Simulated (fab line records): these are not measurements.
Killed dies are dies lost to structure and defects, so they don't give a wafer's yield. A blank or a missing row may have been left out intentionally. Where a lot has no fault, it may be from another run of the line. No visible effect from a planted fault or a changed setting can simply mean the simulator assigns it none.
fab line records :: flow gf180mcu
record:
  lots: 14
  wafers: 42
  lastDay: 33
route steps=602 shown MVPSD@87 VT_IMPLANT@108 CONTACT@304
lots with no fault: from the same line, run without faults
startH: hours from the record's opening day to when the first of the lot's shown wafers began :: waitH: how many hours have passed since the lot's step before this one :: " unchanged from the row above :: L1.1+2: one row covering several wafers at once :: - value missing, or start not given :: * or withheld: withheld :: < > ~ a bound
route shown NAME@n: a module of which the file shows steps, and the number in the route of the first :: usual: mean and standard deviation over wafers with no fault :: same: alike in all rows :: chamber/n: place in a boat :: sites: readings site by site :: _std_site: standard deviation of those values :: _edge_site: the outer-site mean with the inner-site mean subtracted :: radiusMm: how far each site lies from the wafer's centre :: mask NAME#n: copy n :: behind: the last tool/chamber to shape the wafer :: hold: why the lot was held/for how many hours/how that ended :: device: the n, p or np transistor that did not switch :: end of line: at the end of the route, the tests of the same wafers :: a step without rows: its recipe alone :: killed: dies that structure and defects cost at the first sort, which is not the same as the wafer's yield :: map: dies across one wafer; x = killed, . = not, _ = none there
set.NAME: the setting the step ran with; set.NAME@STEP: the setting that earlier step ran with :: model.NAME: the simulator's own value behind a step, which no gauge read
route steps across a sampled set of lots; one table per step, one row per wafer
services: a tool's chamber out of use, with start hour (startH, from the record's first day; less than 0 if before it), hours out, and reason
== steps ==
step: GF_MVPSD_IMPLANT_09
recipe:
  species: B
  energyKev: 40
  doseCm2: 5e+12
  tiltDeg: 0
lot.wafer: L995.1+2+5
tool: implanter-03
chamber: 0
startH: 102.20
waitH: 0.1

lot.wafer: L996.1+5+6
tool: implanter-03
chamber: 0
startH: 106.11
waitH: 0.1

lot.wafer: L998.2+4+6
tool: implanter-02
chamber: 0
startH: 121.74
waitH: 0.1

lot.wafer: L999.1+5+6
tool: implanter-02
chamber: 0
startH: 126.41
waitH: 0.1

lot.wafer: L100.3+4+6
tool: implanter-02
chamber: 0
startH: 130.12
waitH: 0.1

lot.wafer: L102.3+5+6
tool: implanter-01
chamber: 0
startH: 146.56
waitH: 0.1

lot.wafer: L104.1+3+4
tool: implanter-02
chamber: 0
startH: 153.81
waitH: 0.1

lot.wafer: L105.1+5+6
tool: implanter-03
chamber: 0
startH: 158.71
waitH: 0.1

lot.wafer: L106.1+2+5
tool: implanter-03
chamber: 0
startH: 168.55
waitH: 0.1

lot.wafer: L107.3+4+5
tool: implanter-02
chamber: 0
startH: 178.81
waitH: 0.1

lot.wafer: L109.1+4+5
tool: implanter-03
chamber: 0
startH: 192.35
waitH: 0.1

lot.wafer: L111.2+3+5
tool: implanter-03
chamber: 0
startH: 200.58
waitH: 0.1

lot.wafer: L112.2+4+6
tool: implanter-03
chamber: 0
startH: 209.13
waitH: 0.1

lot.wafer: L113.1+2+4
tool: implanter-02
chamber: 0
startH: 213.27
waitH: 0.1
step: GF_VT_IMPLANT_OVL_MEAS_18
usual:
  VT_IMPLANT_01_OVL: 0.0/1.4
lot.wafer: L995.1
tool: overlay-01
chamber: -
startH: 130.18
waitH: 0.1
VT_IMPLANT_01_OVL[nm]: -0.3

lot.wafer: L995.2
tool: overlay-01
chamber: -
startH: 130.18
waitH: 0.1
VT_IMPLANT_01_OVL[nm]: 0.3

lot.wafer: L995.5
tool: overlay-01
chamber: -
startH: 130.18
waitH: 0.1
VT_IMPLANT_01_OVL[nm]: 0.5

lot.wafer: L996.1
tool: overlay-02
chamber: -
startH: 134.18
waitH: 0.1
VT_IMPLANT_01_OVL[nm]: 0.4

lot.wafer: L996.5
tool: overlay-02
chamber: -
startH: 134.18
waitH: 0.1
VT_IMPLANT_01_OVL[nm]: 1.2

lot.wafer: L996.6
tool: overlay-02
chamber: -
startH: 134.18
waitH: 0.1
VT_IMPLANT_01_OVL[nm]: 0.1

lot.wafer: L998.2
tool: overlay-01
chamber: -
startH: 151.55
waitH: 0.1
VT_IMPLANT_01_OVL[nm]: 1.1

lot.wafer: L998.4
tool: overlay-01
chamber: -
startH: 151.55
waitH: 0.1
VT_IMPLANT_01_OVL[nm]: 2.6

lot.wafer: L998.6
tool: overlay-01
chamber: -
startH: 151.55
waitH: 0.1
VT_IMPLANT_01_OVL[nm]: 1.3

lot.wafer: L999.1
tool: overlay-02
chamber: -
startH: 156.74
waitH: 0.1
VT_IMPLANT_01_OVL[nm]: 2.3

lot.wafer: L999.5
tool: overlay-02
chamber: -
startH: 156.74
waitH: 0.1
VT_IMPLANT_01_OVL[nm]: -0.1

lot.wafer: L999.6
tool: overlay-02
chamber: -
startH: 156.74
waitH: 0.1
VT_IMPLANT_01_OVL[nm]: 1.5

lot.wafer: L100.3
tool: overlay-02
chamber: -
startH: 160.75
waitH: 0.1
VT_IMPLANT_01_OVL[nm]: -2.4

lot.wafer: L100.4
tool: overlay-02
chamber: -
startH: 160.75
waitH: 0.1
VT_IMPLANT_01_OVL[nm]: 2.0

lot.wafer: L100.6
tool: overlay-02
chamber: -
startH: 160.75
waitH: 0.1
VT_IMPLANT_01_OVL[nm]: -2.8

lot.wafer: L102.3
tool: overlay-02
chamber: -
startH: 178.55
waitH: 0.1
VT_IMPLANT_01_OVL[nm]: -1.8

lot.wafer: L102.5
tool: overlay-02
chamber: -
startH: 178.55
waitH: 0.1
VT_IMPLANT_01_OVL[nm]: -1.6

lot.wafer: L102.6
tool: overlay-02
chamber: -
startH: 178.55
waitH: 0.1
VT_IMPLANT_01_OVL[nm]: -2.7

lot.wafer: L104.1
tool: overlay-02
chamber: -
startH: 186.42
waitH: 0.1
VT_IMPLANT_01_OVL[nm]: -2.4

lot.wafer: L104.3
tool: overlay-02
chamber: -
startH: 186.42
waitH: 0.1
VT_IMPLANT_01_OVL[nm]: -1.8

lot.wafer: L104.4
tool: overlay-02
chamber: -
startH: 186.42
waitH: 0.1
VT_IMPLANT_01_OVL[nm]: -0.3

lot.wafer: L105.1
tool: overlay-01
chamber: -
startH: 191.73
waitH: 0.1
VT_IMPLANT_01_OVL[nm]: -0.4

lot.wafer: L105.5
tool: overlay-01
chamber: -
startH: 191.73
waitH: 0.1
VT_IMPLANT_01_OVL[nm]: -0.9

lot.wafer: L105.6
tool: overlay-01
chamber: -
startH: 191.73
waitH: 0.1
VT_IMPLANT_01_OVL[nm]: 2.0

lot.wafer: L106.1
tool: overlay-01
chamber: -
startH: 201.03
waitH: 0.1
VT_IMPLANT_01_OVL[nm]: -0.5

lot.wafer: L106.2
tool: overlay-01
chamber: -
startH: 201.03
waitH: 0.1
VT_IMPLANT_01_OVL[nm]: -1.5

lot.wafer: L106.5
tool: overlay-01
chamber: -
startH: 201.03
waitH: 0.1
VT_IMPLANT_01_OVL[nm]: -1.4

lot.wafer: L107.3
tool: overlay-02
chamber: -
startH: 213.28
waitH: 0.1
VT_IMPLANT_01_OVL[nm]: -0.6

lot.wafer: L107.4
tool: overlay-02
chamber: -
startH: 213.28
waitH: 0.1
VT_IMPLANT_01_OVL[nm]: 0.6

lot.wafer: L107.5
tool: overlay-02
chamber: -
startH: 213.28
waitH: 0.1
VT_IMPLANT_01_OVL[nm]: 1.2

lot.wafer: L109.1
tool: overlay-01
chamber: -
startH: 228.08
waitH: 0.1
VT_IMPLANT_01_OVL[nm]: -0.2

lot.wafer: L109.4
tool: overlay-01
chamber: -
startH: 228.08
waitH: 0.1
VT_IMPLANT_01_OVL[nm]: 2.3

lot.wafer: L109.5
tool: overlay-01
chamber: -
startH: 228.08
waitH: 0.1
VT_IMPLANT_01_OVL[nm]: 0.5

lot.wafer: L111.2
tool: overlay-01
chamber: -
startH: 236.57
waitH: 0.1
VT_IMPLANT_01_OVL[nm]: 1.6

lot.wafer: L111.3
tool: overlay-01
chamber: -
startH: 236.57
waitH: 0.1
VT_IMPLANT_01_OVL[nm]: 0.5

lot.wafer: L111.5
tool: overlay-01
chamber: -
startH: 236.57
waitH: 0.1
VT_IMPLANT_01_OVL[nm]: 1.6

lot.wafer: L112.2
tool: overlay-01
chamber: -
startH: 245.62
waitH: 0.1
VT_IMPLANT_01_OVL[nm]: 0.6

lot.wafer: L112.4
tool: overlay-01
chamber: -
startH: 245.62
waitH: 0.1
VT_IMPLANT_01_OVL[nm]: 0.9

lot.wafer: L112.6
tool: overlay-01
chamber: -
startH: 245.62
waitH: 0.1
VT_IMPLANT_01_OVL[nm]: 1.3

lot.wafer: L113.1
tool: overlay-01
chamber: -
startH: 248.89
waitH: 0.1
VT_IMPLANT_01_OVL[nm]: -1.4

lot.wafer: L113.2
tool: overlay-01
chamber: -
startH: 248.89
waitH: 0.1
VT_IMPLANT_01_OVL[nm]: -3.4

lot.wafer: L113.4
tool: overlay-01
chamber: -
startH: 248.89
waitH: 0.1
VT_IMPLANT_01_OVL[nm]: 0.1
step: GF_VT_IMPLANT_RS_MEAS_49
recipe:
  thkMeasGauge: four-point-probe
usual:
  MVPSD_RS: 1169/3
lot.wafer: L995.1
tool: filmMetro-02
chamber: -
startH: 161.79
waitH: 0.1
MVPSD_RS[ohm/sq]: 1167

lot.wafer: L995.2
tool: filmMetro-02
chamber: -
startH: 161.79
waitH: 0.1
MVPSD_RS[ohm/sq]: 1168

lot.wafer: L995.5
tool: filmMetro-02
chamber: -
startH: 161.79
waitH: 0.1
MVPSD_RS[ohm/sq]: 1165

lot.wafer: L996.1
tool: filmMetro-04
chamber: -
startH: 165.68
waitH: 0.1
MVPSD_RS[ohm/sq]: 1170

lot.wafer: L996.5
tool: filmMetro-04
chamber: -
startH: 165.68
waitH: 0.1
MVPSD_RS[ohm/sq]: 1167

lot.wafer: L996.6
tool: filmMetro-04
chamber: -
startH: 165.68
waitH: 0.1
MVPSD_RS[ohm/sq]: 1169

lot.wafer: L998.2
tool: filmMetro-02
chamber: -
startH: 184.81
waitH: 0.1
MVPSD_RS[ohm/sq]: 1173

lot.wafer: L998.4
tool: filmMetro-02
chamber: -
startH: 184.81
waitH: 0.1
MVPSD_RS[ohm/sq]: 1169

lot.wafer: L998.6
tool: filmMetro-02
chamber: -
startH: 184.81
waitH: 0.1
MVPSD_RS[ohm/sq]: 1174

lot.wafer: L999.1
tool: filmMetro-03
chamber: -
startH: 190.60
waitH: 0.1
MVPSD_RS[ohm/sq]: 1169

lot.wafer: L999.5
tool: filmMetro-03
chamber: -
startH: 190.60
waitH: 0.1
MVPSD_RS[ohm/sq]: 1167

lot.wafer: L999.6
tool: filmMetro-03
chamber: -
startH: 190.60
waitH: 0.1
MVPSD_RS[ohm/sq]: 1169

lot.wafer: L100.3
tool: filmMetro-04
chamber: -
startH: 194.98
waitH: 0.1
MVPSD_RS[ohm/sq]: 1168

lot.wafer: L100.4
tool: filmMetro-04
chamber: -
startH: 194.98
waitH: 0.1
MVPSD_RS[ohm/sq]: 1166

lot.wafer: L100.6
tool: filmMetro-04
chamber: -
startH: 194.98
waitH: 0.1
MVPSD_RS[ohm/sq]: 1171

lot.wafer: L102.3
tool: filmMetro-03
chamber: -
startH: 213.26
waitH: 0.1
MVPSD_RS[ohm/sq]: 1171

lot.wafer: L102.5
tool: filmMetro-03
chamber: -
startH: 213.26
waitH: 0.1
MVPSD_RS[ohm/sq]: 1168

lot.wafer: L102.6
tool: filmMetro-03
chamber: -
startH: 213.26
waitH: 0.1
MVPSD_RS[ohm/sq]: 1167

lot.wafer: L104.1
tool: filmMetro-03
chamber: -
startH: 221.39
waitH: 0.1
MVPSD_RS[ohm/sq]: 1169

lot.wafer: L104.3
tool: filmMetro-03
chamber: -
startH: 221.39
waitH: 0.1
MVPSD_RS[ohm/sq]: 1174

lot.wafer: L104.4
tool: filmMetro-03
chamber: -
startH: 221.39
waitH: 0.1
MVPSD_RS[ohm/sq]: 1171

lot.wafer: L105.1
tool: filmMetro-03
chamber: -
startH: 228.04
waitH: 0.1
MVPSD_RS[ohm/sq]: 1170

lot.wafer: L105.5
tool: filmMetro-03
chamber: -
startH: 228.04
waitH: 0.1
MVPSD_RS[ohm/sq]: 1173

lot.wafer: L105.6
tool: filmMetro-03
chamber: -
startH: 228.04
waitH: 0.1
MVPSD_RS[ohm/sq]: 1176

lot.wafer: L106.1
tool: filmMetro-04
chamber: -
startH: 238.45
waitH: 0.1
MVPSD_RS[ohm/sq]: 1164

lot.wafer: L106.2
tool: filmMetro-04
chamber: -
startH: 238.45
waitH: 0.1
MVPSD_RS[ohm/sq]: 1166

lot.wafer: L106.5
tool: filmMetro-04
chamber: -
startH: 238.45
waitH: 0.1
MVPSD_RS[ohm/sq]: 1169

lot.wafer: L107.3
tool: filmMetro-03
chamber: -
startH: 250.08
waitH: 0.1
MVPSD_RS[ohm/sq]: 1173

lot.wafer: L107.4
tool: filmMetro-03
chamber: -
startH: 250.08
waitH: 0.1
MVPSD_RS[ohm/sq]: 1174

lot.wafer: L107.5
tool: filmMetro-03
chamber: -
startH: 250.08
waitH: 0.1
MVPSD_RS[ohm/sq]: 1174

lot.wafer: L109.1
tool: filmMetro-04
chamber: -
startH: 267.04
waitH: 0.1
MVPSD_RS[ohm/sq]: 1163

lot.wafer: L109.4
tool: filmMetro-04
chamber: -
startH: 267.04
waitH: 0.1
MVPSD_RS[ohm/sq]: 1168

lot.wafer: L109.5
tool: filmMetro-04
chamber: -
startH: 267.04
waitH: 0.1
MVPSD_RS[ohm/sq]: 1166

lot.wafer: L111.2
tool: filmMetro-02
chamber: -
startH: 275.95
waitH: 0.1
MVPSD_RS[ohm/sq]: 1188

lot.wafer: L111.3
tool: filmMetro-02
chamber: -
startH: 275.95
waitH: 0.1
MVPSD_RS[ohm/sq]: 1185

lot.wafer: L111.5
tool: filmMetro-02
chamber: -
startH: 275.95
waitH: 0.1
MVPSD_RS[ohm/sq]: 1188

lot.wafer: L112.2
tool: filmMetro-04
chamber: -
startH: 285.81
waitH: 0.1
MVPSD_RS[ohm/sq]: 1180

lot.wafer: L112.4
tool: filmMetro-04
chamber: -
startH: 285.81
waitH: 0.1
MVPSD_RS[ohm/sq]: 1181

lot.wafer: L112.6
tool: filmMetro-04
chamber: -
startH: 285.81
waitH: 0.1
MVPSD_RS[ohm/sq]: 1183

lot.wafer: L113.1
tool: filmMetro-02
chamber: -
startH: 288.19
waitH: 0.1
MVPSD_RS[ohm/sq]: 1165

lot.wafer: L113.2
tool: filmMetro-02
chamber: -
startH: 288.19
waitH: 0.1
MVPSD_RS[ohm/sq]: 1171

lot.wafer: L113.4
tool: filmMetro-02
chamber: -
startH: 288.19
waitH: 0.1
MVPSD_RS[ohm/sq]: 1169
step: GF_CONTACT_ETCH_17
recipe:
  chemistry: C4F8/O2/Ar
  maskMaterial: KrF
  target: SiO2
  stopOn: CoSi2
  sourceW: 1500
  biasW: 1200
  pressureMtorr: 40
  c4f8FlowSccm: withheld
  O2_flow_sccm: 6
  Ar_flow_sccm: 300
  timeS: withheld
  targetDepthA: 8600
usual:
  oesProductAu: 0.814/0.0045
lot.wafer: L995.1
tool: rieDiel-03
chamber: 1
startH: -
waitH: -
oesProductAu: 0.813

lot.wafer: L995.2
tool: rieDiel-03
chamber: 0
startH: -
waitH: -
oesProductAu: 0.813

lot.wafer: L995.5
tool: rieDiel-03
chamber: 1
startH: -
waitH: -
oesProductAu: 0.803

lot.wafer: L996.1
tool: rieDiel-04
chamber: 0
startH: -
waitH: -
oesProductAu: 0.818

lot.wafer: L996.5
tool: rieDiel-04
chamber: 3
startH: -
waitH: -
oesProductAu: 0.811

lot.wafer: L996.6
tool: rieDiel-04
chamber: 0
startH: -
waitH: -
oesProductAu: 0.820

lot.wafer: L998.2
tool: rieDiel-03
chamber: 0
startH: -
waitH: -
oesProductAu: 0.807

lot.wafer: L998.4
tool: rieDiel-03
chamber: 3
startH: -
waitH: -
oesProductAu: 0.815

lot.wafer: L998.6
tool: rieDiel-03
chamber: 1
startH: -
waitH: -
oesProductAu: 0.808

lot.wafer: L999.1
tool: rieDiel-01
chamber: 0
startH: -
waitH: -
oesProductAu: 0.810

lot.wafer: L999.5
tool: rieDiel-01
chamber: 0
startH: -
waitH: -
oesProductAu: 0.815

lot.wafer: L999.6
tool: rieDiel-01
chamber: 1
startH: -
waitH: -
oesProductAu: 0.811

lot.wafer: L100.3
tool: rieDiel-04
chamber: 1
startH: -
waitH: -
oesProductAu: 0.815

lot.wafer: L100.4
tool: rieDiel-04
chamber: 3
startH: -
waitH: -
oesProductAu: 0.819

lot.wafer: L100.6
tool: rieDiel-04
chamber: 1
startH: -
waitH: -
oesProductAu: 0.818

lot.wafer: L102.3
tool: rieDiel-01
chamber: 0
startH: -
waitH: -
oesProductAu: 0.822

lot.wafer: L102.5
tool: rieDiel-01
chamber: 3
startH: -
waitH: -
oesProductAu: 0.811

lot.wafer: L102.6
tool: rieDiel-01
chamber: 2
startH: -
waitH: -
oesProductAu: 0.812

lot.wafer: L104.1
tool: rieDiel-04
chamber: 2
startH: -
waitH: -
oesProductAu: 0.817

lot.wafer: L104.3
tool: rieDiel-04
chamber: 3
startH: -
waitH: -
oesProductAu: 0.810

lot.wafer: L104.4
tool: rieDiel-04
chamber: 0
startH: -
waitH: -
oesProductAu: 0.816

lot.wafer: L105.1
tool: rieDiel-01
chamber: 1
startH: -
waitH: -
oesProductAu: 0.816

lot.wafer: L105.5
tool: rieDiel-01
chamber: 3
startH: -
waitH: -
oesProductAu: 0.818

lot.wafer: L105.6
tool: rieDiel-01
chamber: 2
startH: -
waitH: -
oesProductAu: 0.809

lot.wafer: L106.1
tool: rieDiel-04
chamber: 3
startH: -
waitH: -
oesProductAu: 0.820

lot.wafer: L106.2
tool: rieDiel-04
chamber: 0
startH: -
waitH: -
oesProductAu: 0.818

lot.wafer: L106.5
tool: rieDiel-04
chamber: 1
startH: -
waitH: -
oesProductAu: 0.812

lot.wafer: L107.3
tool: rieDiel-03
chamber: 2
startH: -
waitH: -
oesProductAu: 0.813

lot.wafer: L107.4
tool: rieDiel-03
chamber: 0
startH: -
waitH: -
oesProductAu: 0.819

lot.wafer: L107.5
tool: rieDiel-03
chamber: 3
startH: -
waitH: -
oesProductAu: 0.811

lot.wafer: L109.1
tool: rieDiel-01
chamber: 3
startH: -
waitH: -
oesProductAu: 0.807

lot.wafer: L109.4
tool: rieDiel-01
chamber: 1
startH: -
waitH: -
oesProductAu: 0.819

lot.wafer: L109.5
tool: rieDiel-01
chamber: 3
startH: -
waitH: -
oesProductAu: 0.815

lot.wafer: L111.2
tool: rieDiel-01
chamber: 1
startH: -
waitH: -
oesProductAu: 0.816

lot.wafer: L111.3
tool: rieDiel-01
chamber: 2
startH: -
waitH: -
oesProductAu: 0.818

lot.wafer: L111.5
tool: rieDiel-01
chamber: 1
startH: -
waitH: -
oesProductAu: 0.811

lot.wafer: L112.2
tool: rieDiel-01
chamber: 2
startH: -
waitH: -
oesProductAu: 0.810

lot.wafer: L112.4
tool: rieDiel-01
chamber: 0
startH: -
waitH: -
oesProductAu: 0.812

lot.wafer: L112.6
tool: rieDiel-01
chamber: 2
startH: -
waitH: -
oesProductAu: 0.819

lot.wafer: L113.1
tool: rieDiel-03
chamber: 0
startH: -
waitH: -
oesProductAu: 0.815

lot.wafer: L113.2
tool: rieDiel-03
chamber: 1
startH: -
waitH: -
oesProductAu: 0.815

lot.wafer: L113.4
tool: rieDiel-03
chamber: 3
startH: -
waitH: -
oesProductAu: 0.810
step: GF_CONTACT_CVD_24
recipe:
  material: W
  targetThkNm: 300
  timeS: 90.339
  tempC: 400
  pressureTorr: 40
usual:
  chamberPressureTorr: 39.99/0.087
  heaterPowerW: 786/91
  susceptorTempC: 399.96/0.22
lot.wafer: L995.1
tool: cvdW-01
chamber: 1
startH: 365.63
waitH: 0.0
chamberPressureTorr: 40.07
heaterPowerW: 852
susceptorTempC: 400.11

lot.wafer: L995.2
tool: cvdW-01
chamber: 0
startH: 365.63
waitH: 0.0
chamberPressureTorr: 39.91
heaterPowerW: 691
susceptorTempC: 399.82

lot.wafer: L995.5
tool: cvdW-01
chamber: 1
startH: 365.63
waitH: 0.0
chamberPressureTorr: 39.95
heaterPowerW: 844
susceptorTempC: 400.66

lot.wafer: L996.1
tool: cvdW-01
chamber: 0
startH: 373.08
waitH: 0.0
chamberPressureTorr: 39.92
heaterPowerW: 724
susceptorTempC: 400.36

lot.wafer: L996.5
tool: cvdW-01
chamber: 1
startH: 373.08
waitH: 0.0
chamberPressureTorr: 39.98
heaterPowerW: 853
susceptorTempC: 399.73

lot.wafer: L996.6
tool: cvdW-01
chamber: 0
startH: 373.08
waitH: 0.0
chamberPressureTorr: 39.89
heaterPowerW: 728
susceptorTempC: 400.40

lot.wafer: L998.2
tool: cvdW-01
chamber: 0
startH: 400.67
waitH: 0.1
chamberPressureTorr: 39.90
heaterPowerW: 707
susceptorTempC: 399.68

lot.wafer: L998.4
tool: cvdW-01
chamber: 0
startH: 400.67
waitH: 0.1
chamberPressureTorr: 39.90
heaterPowerW: 717
susceptorTempC: 399.66

lot.wafer: L998.6
tool: cvdW-01
chamber: 0
startH: 400.67
waitH: 0.1
chamberPressureTorr: 39.98
heaterPowerW: 705
susceptorTempC: 399.42

lot.wafer: L999.1
tool: cvdW-01
chamber: 0
startH: 410.30
waitH: 0.0
chamberPressureTorr: 40.03
heaterPowerW: 695
susceptorTempC: 400.09

lot.wafer: L999.5
tool: cvdW-01
chamber: 0
startH: 410.30
waitH: 0.0
chamberPressureTorr: 40.06
heaterPowerW: 716
susceptorTempC: 399.93

lot.wafer: L999.6
tool: cvdW-01
chamber: 1
startH: 410.30
waitH: 0.0
chamberPressureTorr: 39.86
heaterPowerW: 857
susceptorTempC: 400.13

lot.wafer: L100.3
tool: cvdW-01
chamber: 0
startH: 415.85
waitH: 0.1
chamberPressureTorr: 39.91
heaterPowerW: 724
susceptorTempC: 400.16

lot.wafer: L100.4
tool: cvdW-01
chamber: 1
startH: 415.85
waitH: 0.1
chamberPressureTorr: 39.98
heaterPowerW: 865
susceptorTempC: 399.82

lot.wafer: L100.6
tool: cvdW-01
chamber: 1
startH: 415.85
waitH: 0.1
chamberPressureTorr: 40.18
heaterPowerW: 871
susceptorTempC: 400.04

lot.wafer: L102.3
tool: cvdW-02
chamber: 1
startH: 439.74
waitH: 0.1
chamberPressureTorr: 39.92
heaterPowerW: 686
susceptorTempC: 399.73

lot.wafer: L102.5
tool: cvdW-02
chamber: 0
startH: 439.74
waitH: 0.1
chamberPressureTorr: 40.09
heaterPowerW: 885
susceptorTempC: 400.39

lot.wafer: L102.6
tool: cvdW-02
chamber: 1
startH: 439.74
waitH: 0.1
chamberPressureTorr: 39.95
heaterPowerW: 688
susceptorTempC: 399.45

lot.wafer: L104.1
tool: cvdW-01
chamber: 0
startH: 450.46
waitH: 0.0
chamberPressureTorr: 40.00
heaterPowerW: 716
susceptorTempC: 399.67

lot.wafer: L104.3
tool: cvdW-01
chamber: 1
startH: 450.46
waitH: 0.0
chamberPressureTorr: 39.91
heaterPowerW: 851
susceptorTempC: 399.97

lot.wafer: L104.4
tool: cvdW-01
chamber: 0
startH: 450.46
waitH: 0.0
chamberPressureTorr: 40.05
heaterPowerW: 725
susceptorTempC: 400.09

lot.wafer: L105.1
tool: cvdW-02
chamber: 0
startH: 459.40
waitH: 0.0
chamberPressureTorr: 39.90
heaterPowerW: 847
susceptorTempC: 399.90

lot.wafer: L105.5
tool: cvdW-02
chamber: 0
startH: 459.40
waitH: 0.0
chamberPressureTorr: 39.87
heaterPowerW: 891
susceptorTempC: 400.04

lot.wafer: L105.6
tool: cvdW-02
chamber: 1
startH: 459.40
waitH: 0.0
chamberPressureTorr: 39.97
heaterPowerW: 686
susceptorTempC: 400.02

lot.wafer: L106.1
tool: cvdW-01
chamber: 0
startH: 470.40
waitH: 0.0
chamberPressureTorr: 40.14
heaterPowerW: 693
susceptorTempC: 400.45

lot.wafer: L106.2
tool: cvdW-01
chamber: 1
startH: 470.40
waitH: 0.0
chamberPressureTorr: 40.09
heaterPowerW: 857
susceptorTempC: 400.17

lot.wafer: L106.5
tool: cvdW-01
chamber: 1
startH: 470.40
waitH: 0.0
chamberPressureTorr: 39.82
heaterPowerW: 869
susceptorTempC: 399.73

lot.wafer: L107.3
tool: cvdW-01
chamber: 1
startH: 482.53
waitH: 0.1
chamberPressureTorr: 39.99
heaterPowerW: 858
susceptorTempC: 399.86

lot.wafer: L107.4
tool: cvdW-01
chamber: 0
startH: 482.53
waitH: 0.1
chamberPressureTorr: 39.84
heaterPowerW: 702
susceptorTempC: 399.59

lot.wafer: L107.5
tool: cvdW-01
chamber: 1
startH: 482.53
waitH: 0.1
chamberPressureTorr: 40.16
heaterPowerW: 878
susceptorTempC: 399.76

lot.wafer: L109.1
tool: cvdW-02
chamber: 1
startH: 504.74
waitH: 0.0
chamberPressureTorr: 40.00
heaterPowerW: 685
susceptorTempC: 399.73

lot.wafer: L109.4
tool: cvdW-02
chamber: 1
startH: 504.74
waitH: 0.0
chamberPressureTorr: 40.03
heaterPowerW: 667
susceptorTempC: 399.83

lot.wafer: L109.5
tool: cvdW-02
chamber: 0
startH: 504.74
waitH: 0.0
chamberPressureTorr: 39.93
heaterPowerW: 909
susceptorTempC: 400.19

lot.wafer: L111.2
tool: cvdW-01
chamber: 0
startH: 517.99
waitH: 0.0
chamberPressureTorr: 40.04
heaterPowerW: 725
susceptorTempC: 399.89

lot.wafer: L111.3
tool: cvdW-01
chamber: 0
startH: 517.99
waitH: 0.0
chamberPressureTorr: 40.02
heaterPowerW: 730
susceptorTempC: 399.89

lot.wafer: L111.5
tool: cvdW-01
chamber: 0
startH: 517.99
waitH: 0.0
chamberPressureTorr: 40.04
heaterPowerW: 710
susceptorTempC: 399.69

lot.wafer: L112.2
tool: cvdW-02
chamber: 1
startH: 529.03
waitH: 0.0
chamberPressureTorr: 40.06
heaterPowerW: 676
susceptorTempC: 400.24

lot.wafer: L112.4
tool: cvdW-02
chamber: 0
startH: 529.03
waitH: 0.0
chamberPressureTorr: 39.89
heaterPowerW: 910
susceptorTempC: 400.09

lot.wafer: L112.6
tool: cvdW-02
chamber: 0
startH: 529.03
waitH: 0.0
chamberPressureTorr: 40.00
heaterPowerW: 900
susceptorTempC: 400.21

lot.wafer: L113.1
tool: cvdW-01
chamber: 1
startH: 530.05
waitH: 0.0
chamberPressureTorr: 39.87
heaterPowerW: 852
susceptorTempC: 399.75

lot.wafer: L113.2
tool: cvdW-01
chamber: 0
startH: 530.05
waitH: 0.0
chamberPressureTorr: 39.99
heaterPowerW: 707
susceptorTempC: 399.99

lot.wafer: L113.4
tool: cvdW-01
chamber: 1
startH: 530.05
waitH: 0.0
chamberPressureTorr: 39.96
heaterPowerW: 866
susceptorTempC: 400.06
== services ==
tool: rieDiel-01
chamber: 2
startH: 78.47
hours: 5.3
kind: repair

tool: rieDiel-01
chamber: 0
startH: 130.64
hours: 7.8
kind: repair

tool: rieDiel-01
chamber: 0
startH: 167.63
hours: 9.1
kind: repair

tool: rieDiel-01
chamber: 1
startH: 208.06
hours: 9.9
kind: repair

tool: rieDiel-01
chamber: 0
startH: 223.15
hours: 6.5
kind: repair

tool: cvdW-01
chamber: 1
startH: 237.46
hours: 1.5
kind: repair

tool: implanter-02
chamber: -
startH: 249.30
hours: 0.9
kind: repair

tool: implanter-03
chamber: -
startH: 275.78
hours: 3.1
kind: pm

tool: implanter-02
chamber: -
startH: 298.38
hours: 3.7
kind: repair

tool: rieDiel-01
chamber: -
startH: 312.54
hours: 0.9
kind: repair

tool: cvdW-01
chamber: -
startH: 326.36
hours: 1.1
kind: repair

tool: rieDiel-01
chamber: 3
startH: 341.80
hours: 6.7
kind: repair

tool: rieDiel-01
chamber: 1
startH: 346.71
hours: 9.1
kind: repair

tool: rieDiel-01
chamber: 3
startH: 352.97
hours: 10.0
kind: repair

tool: implanter-03
chamber: -
startH: 364.68
hours: 1.2
kind: repair

tool: cvdW-01
chamber: -
startH: 405.74
hours: 1.3
kind: repair

tool: rieDiel-01
chamber: 3
startH: 415.49
hours: 15.5
kind: repair

tool: rieDiel-01
chamber: 1
startH: 423.82
hours: 7.9
kind: repair

tool: cvdW-01
chamber: -
startH: 429.38
hours: 6.9
kind: pm

tool: rieDiel-01
chamber: -
startH: 429.42
hours: 6.3
kind: repair

tool: implanter-03
chamber: -
startH: 459.41
hours: 2.4
kind: repair

tool: implanter-02
chamber: -
startH: 479.29
hours: 5.9
kind: repair

tool: cvdW-01
chamber: -
startH: 522.00
hours: 2.8
kind: pm

tool: implanter-03
chamber: -
startH: 525.67
hours: 4.6
kind: pm
== key ==
firstSign:
  step: GF_VT_IMPLANT_RS_MEAS_49
  reading: MVPSD_RS
  direction: up
  sigmas: 5
  usual: 1169
  struck: 1184
effect none on later readings
metAt GF_MVPSD_IMPLANT_09
struckLots L111,L112
testerLeftOut L111,L112
notActingAt GF_VT_IMPLANT_OVL_MEAS_18,GF_CONTACT_ETCH_17,GF_CONTACT_CVD_24
onsetBetween 192.35 200.58
fault:
  kind: processParameterDrift
  tool: implanter-03
  chamber: -
  onsetH: 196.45
  steps: GF_MVPSD_IMPLANT_09
  channel: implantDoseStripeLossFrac
  offset: 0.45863
  shape: step
  endH: 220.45
testerLeftOut: of these lots the tester's yield and bins aren't shown, on N5 and GAA mostly nor the transistor test; their killed dies are dies lost to structure and defects alone, not to doping, threshold or leakage, so they don't give the yield
